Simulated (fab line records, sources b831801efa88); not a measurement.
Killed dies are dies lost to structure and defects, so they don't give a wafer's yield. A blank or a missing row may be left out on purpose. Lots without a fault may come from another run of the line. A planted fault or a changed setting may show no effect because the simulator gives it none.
Which tool did it? | flow sky130 | 7 lots, 21 wafers sampled, at 1 step of a route of 708

WHAT THE GAUGES READ, wafer by wafer
SKY_FIELD_ISO_BOW_MEAS_00.
lot  | measured    | on            | INCOMING_BOW (um)
L351 | day 1 20:01 | film_metro-04 | -2 -5 2
L353 | day 2 06:00 | film_metro-01 | 4 1 7
L355 | day 2 16:04 | film_metro-01 | -1 3 0
L357 | day 3 02:00 | film_metro-02 | -14 2 -2
L363 | day 4 08:00 | film_metro-02 | -5 11 -3
L368 | day 5 09:00 | film_metro-02 | -5 0 -7
L372 | day 6 05:04 | film_metro-02 | -2 -3 9

WHICH TOOL RAN EACH LOT (tool, then ch and the chambers of the sampled wafers, then the start)
The record holds no process step before these readings.

THE ANSWER, worked out from the rows above alone
Rule: what is usual is taken from the lots themselves. Put in order of their means at a reading, lots are off if they are a third of the lots or fewer, leave a main group of 4 or more, and stand apart from it by a gap of 3 or more times the standard deviation of the main group's means; of several such gaps the widest counts. A main group whose means are all the same, to the digits that the tables above print for the reading, isn't used. A lot without any number at a reading at which 4 lots or more have one is off too. The other lots that the step has rows for count as sound.
No lot is off at any reading shown: from this, nothing can be told.

WHAT THE SIMULATOR HAD PUT IN
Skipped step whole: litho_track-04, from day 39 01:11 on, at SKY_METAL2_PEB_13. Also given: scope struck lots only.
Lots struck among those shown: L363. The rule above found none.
